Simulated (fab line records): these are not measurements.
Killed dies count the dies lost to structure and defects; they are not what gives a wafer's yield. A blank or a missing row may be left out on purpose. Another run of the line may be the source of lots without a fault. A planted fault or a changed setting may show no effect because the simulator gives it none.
fab line records	flow sky130
record lots=24	wafers=72	last_day=50
route steps=708 shown FIELD_ISO@24 METAL1@451 VIA1@460 METAL2@486
lots that met no fault: taken from a fault-free run of the same line
start_h: hours from the record's opening day to when the first of the lot's shown wafers began	wait_h: how many hours have passed since the lot's step before this one	" the same as in the row above	L1.1+2: a row that stands for several wafers	- no value present, or no start provided	* or withheld: withheld	< > ~ a bound
route shown NAME@n: names a module that has steps shown in the file, with the first one's number in the route	usual: mean/standard deviation taken from wafers without a fault	same: alike in all rows	chamber/n: place in a boat	sites: each site's reading	_std_site: standard deviation across them	_edge_site: inner sites' mean taken away from outer sites' mean	radius_mm: how far each site lies from the wafer's centre	mask NAME#n: copy n	behind: the tool/chamber that last shaped the wafer	hold: what put the lot on hold/how long, in hours/how the hold closed	device: the transistor (n, p or np) that didn't switch	end of line: the route-end tests of the same wafers	where a step has no rows: the recipe by itself	killed: dies that structure and defects cost at the first sort, which is not the same as the wafer's yield	map: dies across one wafer; x = killed, . = not, _ = none there
set.NAME: setting as actually run; set.NAME@STEP: the setting as run at that earlier step	model.NAME: the simulator's own value behind a step, which no gauge read
the route's steps for a sample of lots (tables are steps, rows are wafers)
services: the hour from which a tool's chamber was out of use, counted from the record's first day as start_h (under 0 if before that day), plus the number of hours and why
## steps
# step SKY_FIELD_ISO_THK_MEAS_23
# recipe reads=SiO2_of_FIELD_ISO_OXIDATION_22
# usual FIELD_ISO_OXIDATION_01_THK=10.04/0.19
lot.wafer	tool	chamber	start_h	wait_h	FIELD_ISO_OXIDATION_01_THK[nm]
L074.1	film_metro-03	-	29.27	0.0	10.12
L074.4	"	-	"	"	10.21
L074.6	"	-	"	"	10.04
L075.2	film_metro-01	-	39.69	0.0	10.10
L075.3	"	-	"	"	10.31
L075.6	"	-	"	"	10.50
L076.1	film_metro-01	-	44.35	0.0	9.81
L076.2	"	-	"	"	10.00
L076.5	"	-	"	"	9.74
L077.2	film_metro-04	-	48.24	0.0	10.12
L077.3	"	-	"	"	10.14
L077.4	"	-	"	"	10.01
L078.2	film_metro-03	-	51.54	0.0	9.73
L078.5	"	-	"	"	9.65
L078.6	"	-	"	"	9.60
L079.1	film_metro-03	-	59.20	0.0	9.92
L079.3	"	-	"	"	10.03
L079.6	"	-	"	"	9.97
L080.1	film_metro-01	-	66.78	0.0	10.27
L080.2	"	-	"	"	10.20
L080.3	"	-	"	"	10.07
L081.2	film_metro-03	-	66.79	0.0	10.26
L081.4	"	-	"	"	10.11
L081.5	"	-	"	"	10.13
L082.1	film_metro-04	-	74.86	0.0	9.91
L082.2	"	-	"	"	9.98
L082.5	"	-	"	"	10.14
L083.3	film_metro-03	-	79.49	0.0	10.43
L083.4	"	-	"	"	10.36
L083.6	"	-	"	"	10.26
L085.1	film_metro-01	-	88.66	0.0	10.02
L085.3	"	-	"	"	10.04
L085.4	"	-	"	"	10.13
L084.2	film_metro-01	-	89.84	0.0	9.91
L084.3	"	-	"	"	9.88
L084.4	"	-	"	"	9.82
L086.1	film_metro-01	-	95.50	0.0	10.20
L086.4	"	-	"	"	10.28
L086.6	"	-	"	"	10.46
L087.2	film_metro-03	-	100.11	0.0	9.85
L087.5	"	-	"	"	10.28
L087.6	"	-	"	"	10.00
L088.1	film_metro-04	-	106.35	0.0	9.71
L088.3	"	-	"	"	9.72
L088.5	"	-	"	"	9.69
L089.2	film_metro-03	-	110.44	0.0	9.78
L089.4	"	-	"	"	9.88
L089.5	"	-	"	"	9.71
L090.1	film_metro-04	-	115.11	0.0	9.97
L090.4	"	-	"	"	10.00
L090.6	"	-	"	"	10.04
L091.1	film_metro-01	-	120.71	0.0	9.99
L091.2	"	-	"	"	9.86
L091.4	"	-	"	"	9.87
L092.1	film_metro-01	-	123.40	0.0	10.01
L092.3	"	-	"	"	9.86
L092.5	"	-	"	"	10.07
L093.3	film_metro-03	-	129.17	0.0	9.98
L093.4	"	-	"	"	9.89
L093.6	"	-	"	"	9.87
L094.1	film_metro-03	-	137.33	0.0	10.08
L094.5	"	-	"	"	9.94
L094.6	"	-	"	"	10.17
L095.1	film_metro-04	-	145.70	0.0	10.35
L095.2	"	-	"	"	10.32
L095.4	"	-	"	"	10.29
L096.1	film_metro-04	-	151.13	0.0	10.01
L096.2	"	-	"	"	9.96
L096.3	"	-	"	"	9.99
L097.2	film_metro-03	-	151.14	0.0	10.16
L097.3	"	-	"	"	10.41
L097.6	"	-	"	"	10.04
# step SKY_METAL1_DESCUM_17
# recipe chemistry=O2	source_power_w=150	bias_power_w=0	pressure_mtorr=10	temp_c=40	time_s=8
# usual drypump_motor_current_A=5.5/0.31	oes_product_au=1.001/0.0075	rf_fwd_power_W=146.8/0.83
lot.wafer	tool	chamber	start_h	wait_h	drypump_motor_current_A	oes_product_au	rf_fwd_power_W	rf_hours_counter_h
L074.1	rie_metal-02	0	746.64	0.0	6.0	1.017	147.5	8
L074.4	"	0	"	"	6.0	1.010	146.8	-
L074.6	"	1	"	"	5.2	1.008	145.7	-
L075.2	rie_metal-02	1	767.78	0.0	5.2	1.002	146.9	5
L075.3	"	1	"	"	5.2	1.002	147.2	-
L075.6	"	1	"	"	5.2	0.996	147.5	-
L076.1	rie_metal-02	1	769.19	0.0	5.2	1.002	146.9	5
L076.2	"	0	"	"	6.0	1.004	146.7	8
L076.5	"	0	"	"	6.0	1.009	147.4	-
L077.2	rie_metal-03	0	779.39	0.0	5.6	1.004	148.3	13
L077.3	"	0	"	"	5.6	1.008	149.5	-
L077.4	"	1	"	"	5.3	1.004	145.7	-
L078.2	rie_metal-02	0	810.74	0.0	6.0	1.013	147.4	9
L078.5	"	0	"	"	6.0	1.011	147.2	-
L078.6	"	1	"	"	5.2	1.001	146.5	-
L079.1	rie_metal-01	1	817.54	0.0	5.8	0.998	146.3	8
L079.3	"	1	"	"	5.8	0.992	145.9	-
L079.6	"	1	"	"	5.7	0.994	146.4	-
L080.1	rie_metal-02	1	819.19	0.0	5.2	0.997	147.1	8
L080.2	"	0	"	"	6.0	1.002	147.4	10
L080.3	"	1	"	"	5.2	0.977	147.0	-
L081.2	rie_metal-01	1	819.89	0.0	5.8	1.005	145.1	8
L081.4	"	1	"	"	5.8	1.005	146.1	-
L081.5	"	1	"	"	5.8	1.000	145.5	-
L082.1	rie_metal-02	0	824.23	0.0	6.0	0.996	148.0	10
L082.2	"	1	"	"	5.2	1.003	147.3	8
L082.5	"	1	"	"	5.2	1.007	147.0	-
L083.3	rie_metal-03	1	832.35	0.0	5.3	0.994	146.6	-
L083.4	"	0	"	"	5.6	0.999	148.2	-
L083.6	"	1	"	"	5.3	0.989	146.2	-
L085.1	rie_metal-01	1	842.28	0.0	5.7	1.001	146.6	9
L085.3	"	1	"	"	5.8	1.001	146.3	-
L085.4	"	0	"	"	5.2	0.996	146.8	-
L084.2	rie_metal-01	0	844.78	0.0	5.2	0.999	146.4	4
L084.3	"	0	"	"	5.2	0.990	145.9	-
L084.4	"	1	"	"	5.8	1.000	146.1	-
L086.1	rie_metal-03	0	849.43	0.0	5.6	1.012	148.1	15
L086.4	"	1	"	"	5.3	0.995	145.8	-
L086.6	"	1	"	"	5.3	0.998	146.7	-
L087.2	rie_metal-03	0	858.54	0.0	5.6	0.994	147.7	16
L087.5	"	0	"	"	5.6	1.003	148.3	-
L087.6	"	1	"	"	5.3	1.000	146.5	-
L088.1	rie_metal-03	1	864.64	0.0	5.3	0.998	146.1	10
L088.3	"	0	"	"	5.6	1.004	148.0	-
L088.5	"	0	"	"	5.6	1.013	147.5	-
L090.1	rie_metal-01	0	895.44	0.0	5.2	1.007	145.6	6
L090.4	"	1	"	"	5.7	0.996	145.9	-
L090.6	"	0	"	"	5.2	1.006	145.7	-
L091.1	rie_metal-02	0	899.53	0.0	6.0	1.019	145.8	13
L091.2	"	1	"	"	5.2	1.013	146.8	11
L091.4	"	1	"	"	5.2	1.004	146.9	-
L089.2	rie_metal-02	0	903.09	0.0	6.0	1.008	145.8	13
L089.4	"	0	"	"	6.0	1.006	146.3	-
L089.5	"	0	"	"	6.0	1.010	147.0	-
L092.1	rie_metal-03	1	903.44	0.0	5.3	0.998	146.4	11
L092.3	"	0	"	"	5.6	1.006	148.6	-
L092.5	"	1	"	"	5.3	0.992	146.9	-
L093.3	rie_metal-03	1	905.79	0.0	5.3	0.985	146.8	-
L093.4	"	0	"	"	5.6	1.007	147.6	-
L093.6	"	1	"	"	5.3	0.990	146.5	-
L094.1	rie_metal-02	0	923.98	0.0	6.0	1.012	146.3	14
L094.5	"	0	"	"	6.0	1.013	147.4	-
L094.6	"	1	"	"	5.2	0.994	146.2	-
L095.1	rie_metal-03	1	934.19	0.0	5.3	0.989	146.7	12
L095.2	"	0	"	"	5.6	0.995	148.2	18
L095.4	"	0	"	"	5.6	0.999	147.9	-
L097.2	rie_metal-01	1	935.14	0.0	5.8	0.993	146.1	13
L097.3	"	1	"	"	5.8	0.991	145.8	-
L097.6	"	0	"	"	5.2	0.992	146.2	-
L096.1	rie_metal-03	1	939.18	0.0	5.3	0.993	146.7	12
L096.2	"	1	"	"	5.3	1.000	146.0	-
L096.3	"	1	"	"	5.3	0.992	146.8	-
# step SKY_VIA1_CMP_02
# recipe material=SiO2	down_force_psi=4	platen_rpm=60	pad_velocity_m_s=0.94248
# usual motor_current_A=11.5/0.96	slurry_filter_dp_kPa=13.51/0.14
lot.wafer	tool	chamber	start_h	wait_h	motor_current_A	slurry_filter_dp_kPa
L074.4	cmp-02	2	747.59	0.0	12.6	13.57
L074.1	"	1	"	"	10.6	13.63
L074.6	"	3	"	"	10.3	13.54
L075.3	cmp-02	2	768.83	0.1	12.3	13.30
L075.2	"	3	"	"	10.2	13.76
L075.6	"	1	"	"	11.0	13.50
L076.2	cmp-02	2	770.27	0.1	12.1	13.47
L076.1	"	3	"	"	10.0	13.51
L076.5	"	1	"	"	10.1	13.48
L077.2	cmp-02	3	780.34	0.0	10.1	13.39
L077.3	"	0	"	"	12.0	13.52
L077.4	"	2	"	"	11.9	13.50
L078.2	cmp-02	0	811.79	0.1	11.5	13.51
L078.6	"	2	"	"	12.2	13.56
L078.5	"	3	"	"	10.3	13.57
L079.1	cmp-01	1	818.58	0.1	12.2	13.61
L079.3	"	3	"	"	11.1	13.71
L079.6	"	1	"	"	12.6	13.62
L080.3	cmp-01	3	820.20	0.1	11.6	13.53
L080.1	"	0	"	"	12.4	13.54
L080.2	"	1	"	"	12.2	13.39
L081.4	cmp-02	0	820.85	0.0	11.9	13.32
L081.2	"	2	"	"	12.4	13.43
L081.5	"	1	"	"	10.9	13.40
L082.1	cmp-02	1	825.19	0.1	10.5	13.67
L082.2	"	0	"	"	13.1	13.86
L082.5	"	2	"	"	11.9	13.76
L083.4	cmp-02	0	833.33	0.0	11.8	13.46
L083.3	"	3	"	"	10.4	13.81
L083.6	"	1	"	"	10.5	13.53
L085.4	cmp-01	2	843.31	0.1	10.9	13.49
L085.3	"	3	"	"	10.9	13.78
L085.1	"	0	"	"	12.7	13.59
L084.3	cmp-02	1	845.74	0.0	10.2	13.67
L084.4	"	3	"	"	10.2	13.40
L084.2	"	0	"	"	12.8	13.65
L086.4	cmp-02	0	850.51	0.1	11.9	13.58
L086.1	"	1	"	"	11.1	13.39
L086.6	"	3	"	"	10.5	13.56
L087.2	cmp-01	2	859.67	0.2	10.9	13.53
L087.6	"	3	"	"	11.4	13.60
L087.5	"	0	"	"	12.8	13.19
L088.3	cmp-01	1	865.72	0.1	12.2	13.73
L088.1	"	2	"	"	10.7	13.72
L088.5	"	3	"	"	11.7	13.64
L090.4	cmp-02	0	896.46	0.0	12.7	13.65
L090.1	"	3	"	"	9.3	13.45
L090.6	"	0	"	"	12.4	13.48
L091.1	cmp-02	2	900.49	0.1	12.1	13.61
L091.4	"	3	"	"	10.1	13.21
L091.2	"	1	"	"	10.8	13.35
L089.4	cmp-01	0	904.14	0.1	12.4	13.29
L089.2	"	1	"	"	11.9	13.61
L089.5	"	3	"	"	11.3	13.51
L092.3	cmp-02	2	904.68	0.1	12.0	13.54
L092.1	"	0	"	"	12.0	13.42
L092.5	"	2	"	"	12.8	13.67
L093.3	cmp-02	2	906.80	0.0	11.9	13.26
L093.4	"	3	"	"	9.8	13.33
L093.6	"	3	"	"	9.6	13.84
L094.1	cmp-01	1	924.98	0.1	12.6	13.44
L094.6	"	0	"	"	13.2	13.60
L094.5	"	1	"	"	12.9	13.52
L095.1	cmp-02	1	935.19	0.1	10.3	13.37
L095.4	"	2	"	"	12.1	13.62
L095.2	"	3	"	"	10.1	13.59
L097.3	cmp-02	1	936.19	0.1	10.8	13.49
L097.2	"	2	"	"	12.3	13.58
L097.6	"	0	"	"	12.6	13.54
L096.2	cmp-01	0	940.32	0.0	13.2	13.51
L096.1	"	2	"	"	11.1	13.50
L096.3	"	3	"	"	11.8	13.72
# step SKY_VIA1_ETCH_15
# recipe target=SiO2	chemistry=C4F8/O2/Ar	target_depth_nm=351	stop_on=TiN	mask_material=KrF-thick	source_w=1500	bias_w=1200	pressure_mtorr=40	c4f8_flow_sccm=withheld	O2_flow_sccm=6	Ar_flow_sccm=300	time_s=54
# usual bias_w=1200/3.6	oes_product_au=0.982/0.0056	rf_fwd_power_W=1485/6.5
lot.wafer	tool	chamber	start_h	wait_h	bias_w	oes_product_au	rf_fwd_power_W	rf_hours_counter_h
L074.1	rie_diel-03	3	774.41	0.0	1198	0.983	1481	7
L074.4	"	2	"	"	1193	0.976	1490	10
L074.6	"	3	"	"	1194	0.986	1481	-
L075.2	rie_diel-04	3	795.22	0.0	1197	0.982	1490	8
L075.3	"	2	"	"	1196	0.985	1493	9
L075.6	"	3	"	"	1196	0.974	1491	-
L076.1	rie_diel-02	3	797.12	0.0	1200	0.983	1488	6
L076.2	"	2	"	"	1204	0.981	1487	10
L076.5	"	1	"	"	1199	0.976	1475	-
L077.2	rie_diel-04	0	806.81	0.0	1196	0.973	1490	0
L077.3	"	1	"	"	1197	0.974	1484	22
L077.4	"	2	"	"	1199	0.973	1487	9
L078.2	rie_diel-03	2	838.07	0.0	1199	0.982	1480	11
L078.5	"	3	"	"	1198	0.981	1484	-
L078.6	"	2	"	"	1201	0.986	1484	-
L079.1	rie_diel-03	0	844.47	0.0	1199	0.984	1488	3
L079.3	"	1	"	"	1202	0.972	1481	13
L079.6	"	3	"	"	1200	0.977	1475	-
L080.1	rie_diel-03	3	846.41	0.0	1195	0.985	1488	9
L080.2	"	2	"	"	1202	0.980	1489	12
L080.3	"	0	"	"	1198	0.972	1484	3
L081.2	rie_diel-02	0	847.52	0.0	1193	0.985	1496	18
L081.4	"	3	"	"	1197	0.989	1488	7
L081.5	"	2	"	"	1202	0.970	1488	-
L082.1	rie_diel-03	0	851.61	0.0	1199	0.981	1483	3
L082.2	"	2	"	"	1202	0.983	1487	12
L082.5	"	1	"	"	1202	0.983	1482	-
L083.3	rie_diel-04	3	859.33	0.0	1203	0.985	1478	10
L083.4	"	2	"	"	1205	0.988	1483	11
L083.6	"	1	"	"	1202	0.988	1480	-
L085.1	rie_diel-04	1	869.06	0.0	1207	0.988	1479	24
L085.3	"	3	"	"	1204	0.981	1482	10
L085.4	"	2	"	"	1204	0.978	1487	11
L084.2	rie_diel-03	3	872.23	0.0	1201	0.981	1478	10
L084.3	"	0	"	"	1198	0.978	1492	3
L084.4	"	1	"	"	1199	0.983	1482	14
L086.1	rie_diel-02	1	876.37	0.0	1197	0.981	1473	10
L086.4	"	0	"	"	1205	0.988	1492	18
L086.6	"	2	"	"	1196	0.982	1493	-
L087.2	rie_diel-04	3	885.38	0.0	1198	0.986	1483	11
L087.5	"	3	"	"	1198	0.981	1486	-
L087.6	"	2	"	"	1199	0.992	1486	-
L088.1	rie_diel-03	1	892.22	0.0	1195	0.988	1486	14
L088.3	"	0	"	"	1208	0.987	1485	4
L088.5	"	2	"	"	1197	0.979	1481	-
L090.1	rie_diel-03	1	921.33	0.0	1203	0.971	1486	15
L090.4	"	3	"	"	1200	0.971	1477	12
L090.6	"	0	"	"	1202	0.982	1474	-
L091.1	rie_diel-04	3	925.86	0.0	1205	0.989	1481	12
L091.2	"	0	"	"	1198	0.990	1485	4
L091.4	"	2	"	"	1198	0.979	1498	13
L089.2	rie_diel-04	2	928.38	0.0	1201	0.984	1496	13
L089.4	"	3	"	"	1207	0.991	1481	12
L089.5	"	1	"	"	1201	0.975	1477	-
L092.1	rie_diel-04	3	929.77	0.0	1196	0.983	1484	12
L092.3	"	1	"	"	1202	0.975	1480	26
L092.5	"	3	"	"	1200	0.982	1478	-
L093.3	rie_diel-02	2	932.26	0.0	1202	0.981	1484	14
L093.4	"	1	"	"	1197	0.982	1483	12
L093.6	"	0	"	"	1201	0.983	1493	-
L094.1	rie_diel-04	0	950.46	0.0	1199	0.984	1502	5
L094.5	"	1	"	"	1202	0.973	1481	-
L094.6	"	0	"	"	1201	0.983	1491	-
L095.1	rie_diel-03	1	959.42	0.0	1196	0.976	1489	16
L095.2	"	3	"	"	1198	0.986	1479	13
L095.4	"	2	"	"	1200	0.988	1498	15
L097.2	rie_diel-03	0	960.28	0.0	1201	0.979	1486	7
L097.3	"	3	"	"	1199	0.981	1483	13
L097.6	"	3	"	"	1200	0.970	1477	-
L096.1	rie_diel-02	2	964.52	0.0	1207	0.982	1488	15
L096.2	"	0	"	"	1199	0.982	1500	21
L096.3	"	1	"	"	1195	0.973	1481	12
# step SKY_METAL2_SPUTTER_03
# recipe material=Ti	target_thk_nm=5	power_w=3000	time_s=3.3	chamber_pressure_pa=0.4
# usual throttle_valve_pct=29.9/1
lot.wafer	tool	chamber	start_h	wait_h	throttle_valve_pct
L074.1	pvd_sputter-03	-	775.76	0.0	28.0
L074.4	"	-	"	"	29.1
L074.6	"	-	"	"	28.2
L075.2	pvd_sputter-04	-	796.57	0.0	28.8
L075.3	"	-	"	"	29.7
L075.6	"	-	"	"	30.6
L076.1	pvd_sputter-03	-	798.47	0.0	30.2
L076.2	"	-	"	"	29.1
L076.5	"	-	"	"	28.9
L077.2	pvd_sputter-04	-	808.25	0.0	29.4
L077.3	"	-	"	"	29.1
L077.4	"	-	"	"	30.7
L078.2	pvd_sputter-02	-	839.43	0.0	32.3
L078.5	"	-	"	"	30.0
L078.6	"	-	"	"	32.3
L079.1	pvd_sputter-03	-	845.83	0.0	29.8
L079.3	"	-	"	"	28.1
L079.6	"	-	"	"	28.2
L080.1	pvd_sputter-03	-	847.79	0.0	28.3
L080.2	"	-	"	"	29.9
L080.3	"	-	"	"	30.1
L081.2	pvd_sputter-02	-	848.91	0.0	30.2
L081.4	"	-	"	"	30.4
L081.5	"	-	"	"	32.4
L082.1	pvd_sputter-02	-	852.96	0.0	29.6
L082.2	"	-	"	"	32.3
L082.5	"	-	"	"	32.2
L083.3	pvd_sputter-04	-	860.71	0.0	30.4
L083.4	"	-	"	"	29.7
L083.6	"	-	"	"	29.7
L085.1	pvd_sputter-03	-	870.51	0.0	28.6
L085.3	"	-	"	"	28.2
L085.4	"	-	"	"	30.2
L084.2	pvd_sputter-02	-	874.67	0.0	30.0
L084.3	"	-	"	"	30.0
L084.4	"	-	"	"	32.0
L086.1	pvd_sputter-04	-	877.76	0.0	29.0
L086.4	"	-	"	"	30.7
L086.6	"	-	"	"	30.7
L087.2	pvd_sputter-03	-	886.76	0.0	29.1
L087.5	"	-	"	"	28.9
L087.6	"	-	"	"	30.0
L088.1	pvd_sputter-04	-	893.58	0.0	29.1
L088.3	"	-	"	"	29.7
L088.5	"	-	"	"	29.5
L090.1	pvd_sputter-02	-	922.68	0.0	29.9
L090.4	"	-	"	"	30.2
L090.6	"	-	"	"	30.0
L091.1	pvd_sputter-04	-	927.20	0.0	29.3
L091.2	"	-	"	"	30.8
L091.4	"	-	"	"	29.5
L089.2	pvd_sputter-03	-	931.74	0.0	29.9
L089.4	"	-	"	"	30.0
L089.5	"	-	"	"	30.4
L092.1	pvd_sputter-04	-	931.95	0.0	28.8
L092.3	"	-	"	"	29.5
L092.5	"	-	"	"	29.5
L093.3	pvd_sputter-03	-	933.60	0.0	29.0
L093.4	"	-	"	"	28.1
L093.6	"	-	"	"	29.9
L094.1	pvd_sputter-02	-	951.99	0.0	32.5
L094.5	"	-	"	"	29.9
L094.6	"	-	"	"	30.4
L095.1	pvd_sputter-02	-	960.77	0.0	29.8
L095.2	"	-	"	"	30.1
L095.4	"	-	"	"	32.0
L097.2	pvd_sputter-04	-	961.71	0.0	30.6
L097.3	"	-	"	"	29.1
L097.6	"	-	"	"	29.5
L096.1	pvd_sputter-02	-	966.35	0.0	30.2
L096.2	"	-	"	"	30.0
L096.3	"	-	"	"	32.1
# step SKY_METAL2_METAL_ETCH_19
# recipe target_depth_a=3600	stop_on=SiO2	over_etch_frac=0.3	time_s=78	chemistry=Cl2/BCl3	resist_sidewall_deg=88	pressure_mtorr=10	icp_w=900	bias_w=48.5	Cl2_flow_sccm=60	bcl3_flow_sccm=30
# usual bias_w=48.49/0.16	drypump_motor_current_A=5.44/0.24	oes_product_au=0.856/0.0062	rf_fwd_power_W=893.6/2.9	throttle_valve_pct=22.265/0.009
lot.wafer	tool	chamber	start_h	wait_h	bias_w	drypump_motor_current_A	oes_product_au	rf_fwd_power_W	rf_hours_counter_h	throttle_valve_pct
L074.1	rie_metal-03	0	802.71	0.0	48.14	5.57	0.848	894.8	14	22.254
L074.4	"	1	"	"	48.45	5.29	0.861	888.5	-	22.272
L074.6	"	1	"	"	48.49	5.31	0.855	892.8	-	22.264
L075.2	rie_metal-03	1	823.41	0.0	48.17	5.30	0.864	891.9	8	22.268
L075.3	"	1	"	"	48.31	5.30	0.866	891.5	-	22.265
L075.6	"	0	"	"	48.26	5.56	0.859	895.8	-	22.277
L076.1	rie_metal-04	0	825.99	0.0	48.47	5.66	0.849	895.4	16	22.253
L076.2	"	1	"	"	48.75	5.25	0.854	894.5	9	22.263
L076.5	"	0	"	"	48.40	5.68	0.851	894.5	-	22.264
L077.2	rie_metal-04	0	834.89	0.0	48.56	5.64	0.859	895.5	16	22.250
L077.3	"	1	"	"	48.44	5.26	0.857	888.2	-	22.251
L077.4	"	0	"	"	48.46	5.65	0.853	893.2	-	22.273
L078.2	rie_metal-04	1	865.44	0.0	48.29	5.24	0.849	888.4	10	22.260
L078.5	"	1	"	"	48.45	5.24	0.860	891.5	-	22.273
L078.6	"	0	"	"	48.51	5.66	0.851	892.1	-	22.248
L079.1	rie_metal-02	1	871.94	0.0	48.40	5.23	0.838	892.6	10	22.253
L079.3	"	0	"	"	48.49	6.02	0.849	893.8	-	22.280
L079.6	"	0	"	"	48.58	6.02	0.839	893.9	-	22.266
L080.1	rie_metal-04	1	874.11	0.0	48.52	5.26	0.863	891.8	10	22.268
L080.2	"	0	"	"	48.60	5.66	0.856	895.5	17	22.285
L080.3	"	0	"	"	48.41	5.65	0.857	895.7	-	22.255
L081.2	rie_metal-02	1	875.39	0.0	48.62	5.23	0.855	892.3	10	22.268
L081.4	"	1	"	"	48.49	5.21	0.851	889.0	-	22.266
L081.5	"	0	"	"	48.31	6.00	0.854	893.0	-	22.270
L082.1	rie_metal-02	0	879.19	0.0	48.71	6.00	0.850	894.6	12	22.266
L082.2	"	1	"	"	48.38	5.22	0.854	892.0	10	22.275
L082.5	"	1	"	"	48.33	5.20	0.851	896.9	-	22.265
L083.3	rie_metal-04	1	887.97	0.1	48.58	5.24	0.859	895.0	-	22.275
L083.4	"	0	"	"	48.26	5.64	0.852	893.4	-	22.259
L083.6	"	0	"	"	48.21	5.63	0.862	894.7	-	22.268
L085.1	rie_metal-03	1	895.16	0.0	48.73	5.32	0.848	893.8	11	22.248
L085.3	"	0	"	"	48.29	5.57	0.853	895.3	-	22.287
L085.4	"	1	"	"	48.59	5.29	0.850	894.6	-	22.275
L084.2	rie_metal-03	1	900.86	0.0	48.27	5.31	0.853	896.8	11	22.261
L084.3	"	0	"	"	48.26	5.56	0.853	897.7	-	22.262
L084.4	"	1	"	"	48.51	5.31	0.870	894.1	-	22.288
L086.1	rie_metal-02	1	903.99	0.0	48.47	5.22	0.851	894.6	12	22.262
L086.4	"	1	"	"	48.54	5.21	0.852	895.1	-	22.266
L086.6	"	0	"	"	48.41	6.02	0.860	896.0	-	22.261
L087.2	rie_metal-04	1	912.71	0.1	48.48	5.26	0.860	889.3	-	22.279
L087.5	"	1	"	"	48.52	5.23	0.865	890.7	-	22.268
L087.6	"	1	"	"	48.27	5.25	0.850	892.3	-	22.267
L088.1	rie_metal-04	1	918.96	0.1	48.57	5.26	0.859	893.8	13	22.268
L088.3	"	1	"	"	48.46	5.25	0.858	893.6	-	22.278
L088.5	"	1	"	"	48.33	5.27	0.860	896.6	-	22.263
L090.1	rie_metal-03	1	947.08	0.1	48.47	5.30	0.860	895.1	13	22.251
L090.4	"	1	"	"	48.59	5.30	0.859	892.2	-	22.258
L090.6	"	1	"	"	48.68	5.29	0.864	889.1	-	22.284
L091.1	rie_metal-04	0	951.69	0.0	48.70	5.65	0.861	892.7	1	22.271
L091.2	"	1	"	"	48.59	5.25	0.873	893.1	15	22.266
L091.4	"	0	"	"	48.73	5.65	0.865	897.8	-	22.267
L089.2	rie_metal-03	1	956.46	0.1	48.62	5.31	0.856	892.5	-	22.267
L089.4	"	1	"	"	48.34	5.30	0.854	889.6	-	22.265
L089.5	"	1	"	"	48.30	5.32	0.850	891.0	-	22.241
L092.1	rie_metal-04	1	956.69	0.0	48.39	5.23	0.863	895.5	15	22.253
L092.3	"	1	"	"	48.42	5.23	0.858	893.2	-	22.251
L092.5	"	1	"	"	48.48	5.23	0.866	898.0	-	22.269
L093.3	rie_metal-04	0	958.27	0.1	48.21	5.65	0.861	896.5	-	22.268
L093.4	"	1	"	"	48.46	5.24	0.856	890.1	-	22.257
L093.6	"	0	"	"	48.54	5.66	0.856	889.7	-	22.271
L094.1	rie_metal-04	0	978.36	0.0	48.92	5.64	0.860	892.7	3	22.268
L094.5	"	0	"	"	48.76	5.63	0.853	895.8	-	22.259
L094.6	"	1	"	"	48.29	5.21	0.850	893.3	-	22.265
L095.1	rie_metal-03	0	985.79	0.0	48.59	5.59	0.849	894.1	1	22.278
L095.2	"	1	"	"	48.52	5.27	0.840	891.4	17	22.268
L095.4	"	1	"	"	48.43	5.30	0.852	891.9	-	22.264
L097.2	rie_metal-04	0	986.11	0.0	48.69	5.65	0.858	892.5	4	22.275
L097.3	"	0	"	"	48.74	5.67	0.862	896.4	-	22.265
L097.6	"	0	"	"	48.92	5.66	0.865	891.3	-	22.270
L096.1	rie_metal-03	0	990.69	0.0	48.39	5.55	0.854	900.0	2	22.257
L096.2	"	1	"	"	48.53	5.30	0.861	890.8	17	22.266
L096.3	"	0	"	"	48.56	5.55	0.852	898.1	-	22.275
## services
tool	chamber	start_h	hours	kind
cmp-01	-	744.00	4.0	pm
rie_diel-04	2	744.06	7.8	repair
rie_metal-01	0	745.87	1.9	repair
rie_metal-02	-	749.32	1.4	pm
rie_diel-04	3	754.95	7.3	repair
rie_diel-04	1	767.04	1.6	repair
rie_metal-02	0	777.84	17.2	repair
cmp-01	-	796.58	0.4	repair
cmp-01	-	803.16	5.3	pm
rie_diel-04	1	820.03	11.9	repair
pvd_sputter-02	-	828.11	2.0	repair
rie_diel-04	2	852.42	4.8	repair
cmp-01	-	857.66	1.1	repair
rie_diel-04	2	877.19	3.9	repair
rie_metal-02	-	880.37	0.1	repair
pvd_sputter-02	-	880.78	6.8	repair
rie_diel-04	-	884.61	0.7	repair
rie_metal-04	-	884.68	2.8	pm
rie_metal-03	-	911.09	14.6	pm
cmp-02	-	912.07	4.0	pm
cmp-02	-	923.91	3.1	repair
rie_diel-04	2	942.12	2.1	repair
rie_metal-02	-	957.84	0.3	repair
cmp-01	-	972.43	1.9	repair
## key
fault none
